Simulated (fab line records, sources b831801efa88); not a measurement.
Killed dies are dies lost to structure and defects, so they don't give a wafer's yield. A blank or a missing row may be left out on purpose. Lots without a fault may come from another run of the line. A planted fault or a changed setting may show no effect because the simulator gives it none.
Problem report in the 8D (eight disciplines) form, filled by code | flow sky130 | the parts of the form that need people (team, actions taken, sign-off) are left out

1. THE PROBLEM
run_length_s at SKY_FIELD_ISO_WET_ETCH_30 reads a mean of 53.1 s on 6 wafers of 2 lots; wafers without a fault read 77.7 s with a standard deviation of 2.7. That is -9.1 standard deviations from the usual mean.
The step: etches SiO2 in dHF, target depth 25 nm, time 50 s.
First seen on wafer L885.1, day 4 05:20, on wet_bench-04. The record holds 42 wafers of 14 lots with a number at this step. Rule for "out", or "out of limits": more than 4 standard deviations from the usual mean. The other wafers with a number count as sound.

2. WHAT IT IS AND WHAT IT IS NOT
question                    | is                     | is not
which readings at this step | run_length_s           | temp_c
which lots                  | L885, L890             | L877, L878, L879, L880, L882, L884, L886, L887, L894, L896, L898, L899
which wafers of those lots  | all that have a number | -
read on which tools         | wet_bench-04           | wet_bench-01, wet_bench-03
when                        | from day 4 05:20       | up to then (18 sound wafers); but 18 sound wafers of L886, L887, L894, L896, L898, L899 came after

3. SUSPECTS, AND WHAT RULES EACH OUT
Counting: a tool at a process step up to the reading stays a suspect if it ran every lot that is out and no sound lot after the first of them.
- wet_bench-04 at SKY_FIELD_ISO_WET_ETCH_30 (etches SiO2 in dHF, target depth 25 nm, time 50 s): kept. It ran every lot that is out, first L885 (day 4 05:20), and no sound lot after that; its last sound lot up to then is L879 (day 2 22:47). Its own readings are out on those wafers: run_length_s.
Left after counting: wet_bench-04 at SKY_FIELD_ISO_WET_ETCH_30.

4. THE CAUSE (what the simulator had put in)
Process parameter drift: wet_bench-04, from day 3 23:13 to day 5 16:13, at SKY_FIELD_ISO_WET_ETCH_30. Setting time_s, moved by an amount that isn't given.
Counting left only this tool.

5. THE CHAIN OF EFFECTS, in route order
Each row: a reading whose mean over the struck wafers that have a number lies more than 3 standard deviations from the usual. Only readings for which the record gives a usual standard deviation are gone through. hours: the time from each lot's start at the first step in this table that gives one to its start at this step, as a median over the lots. sigmas: the change in usual standard deviations.
hours | step                      | reading      | usual  | on struck wafers | change | sigmas
0     | SKY_FIELD_ISO_WET_ETCH_30 | run_length_s | 77.7 s | 53.1             | -24.6  | -9.1
The process steps in it:
- SKY_FIELD_ISO_WET_ETCH_30: etches SiO2 in dHF, target depth 25 nm, time 50 s.
Later measuring or inspecting steps at which every struck wafer that the step has a row for has a number for every such reading, and none has moved that far: SKY_NWELL_TW_MEAS_15.

6. WHAT WOULD HAVE CAUGHT IT SOONER
In this record the first reading out of limits was taken at day 4 05:20, 6 hours after the fault began at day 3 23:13.
